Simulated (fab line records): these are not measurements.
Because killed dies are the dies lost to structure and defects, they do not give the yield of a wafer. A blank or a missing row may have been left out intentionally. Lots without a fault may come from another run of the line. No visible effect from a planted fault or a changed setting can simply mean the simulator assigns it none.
One fault through the eyes of 2 desks ; flow gf180mcu ; each desk has only its own numbers; what lay behind them comes last

THE TOOL OWNER'S DESK: rtp-anneal-01
Per lot that ran on this tool, the mean of the sampled wafers carrying a number, from the tool's own readings at GF_PSD_RTA_13 (time 20 s). Marked OUT: a lot whose mean sits more than 4 standard deviations from the usual mean, which makes it out of limits; the brackets give that distance.
Columns: A = lamp-power-pct at GF_PSD_RTA_13, usual 32.8 %; B = run-length-s at GF_PSD_RTA_13, usual 48.7 s; C = wafer_temp_C_max at GF_PSD_RTA_13, usual 1028.7
lot;first seen here;A;B;C
L869;day 14 21:16;32.3;48.6;1028.8
L870;day 15 12:57;32.3;48.8;1027.9
L871;day 15 14:15;32.3;48.6;1028.6
L872;day 16 04:07;32.3;50.4;1028.9
L873;day 16 15:46;32.3;51.2;1027.8
L875;day 16 20:52;32.3;51.1;1028.6
L883;day 20 00:51;32.3;48.6;1027.6
L887;day 21 01:45;32.3;48.4;1028.0
L888;day 21 10:41;32.3;48.6;1027.9
L889;day 21 22:01;32.3;48.4;1027.9
L891;day 22 06:16;32.3;48.6;1029.8
Result from this desk: across the 11 lots, nothing is out of limits.

FROM THE METROLOGY DESK
Means of the sampled wafers that have a number, per lot and without regard to the tool the lot ran on: this is what the gauges read. Marked OUT: a lot whose mean sits more than 4 standard deviations from the usual mean, which makes it out of limits; the brackets give that distance.
Columns: A = HV_LDD_CVD_56_THK at GF_HV_LDD_THK_MEAS_57, usual 89.8 nm; B = cd-nm at GF_PSD_CD_MEAS_07, usual 400.2 nm; C = NSD_RS at GF_PSD_RS_MEAS_14, usual 46.10 ohm/sq; D = PSD_RS at GF_PSD_RS_MEAS_15, usual 108.50 ohm/sq; E = SALICIDE_TIN_THK at GF_SALICIDE_THK_MEAS_05, usual 19.70 nm
lot;first seen here;A;B;C;D;E
L869;day 13 03:13;90.3;399.3;46.06;108.41;19.66
L870;day 13 18:01;89.4;401.6;46.08;108.49;19.77
L871;day 13 20:03;89.6;400.8;46.10;108.50;19.73
L872;day 14 09:23;90.4;399.3;45.68 (-5.4) OUT;107.52 (-4.1) OUT;19.57
L873;day 14 19:57;89.9;401.0;45.61 (-6.4) OUT;107.19 (-5.5) OUT;19.80
L875;day 14 23:38;90.2;396.5;45.48 (-8.1) OUT;106.83 (-7.0) OUT;19.59
L883;day 17 22:56;91.2;401.2;46.14;108.60;19.93
L884;day 18 00:56;90.2;397.8;46.14;108.63;19.42
L885;day 18 07:24;89.6;400.0;46.09;108.55;19.61
L887;day 18 23:33;91.2;402.6;46.11;108.54;19.74
L888;day 19 08:26;89.9;398.8;46.14;108.38;19.76
L889;day 19 20:21;88.5;399.8;46.01;108.01;19.86
L890;day 19 23:01;90.3;402.6;46.15;108.69;19.60
L891;day 20 05:35;89.8;397.2;45.99;108.26;19.77
This desk reports L872, L873, L875 out of limits; the earliest was L872 at day 16 04:12 (NSD_RS at GF_PSD_RS_MEAS_14). Within limits: L869, L870, L871, L883, L884, L885, L887, L888, L889, L890, L891.

TAKEN TOGETHER
L872, L873, L875 would have let the metrology desk raise an alarm at day 16 04:12.
The desk of the tool owner found nothing out of limits.
Tool owner's desk: L872, L873, L875 on record, inside its limits.
The lots listed all ran GF_PSD_RTA_13 on rtp-anneal-01.

WHAT THE SIMULATOR HAD INSERTED
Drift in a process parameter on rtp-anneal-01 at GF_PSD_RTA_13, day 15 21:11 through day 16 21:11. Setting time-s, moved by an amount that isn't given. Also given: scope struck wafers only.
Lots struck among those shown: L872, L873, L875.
Hours from the fault's start to each desk's first reading out of limits: the metrology desk, 7.
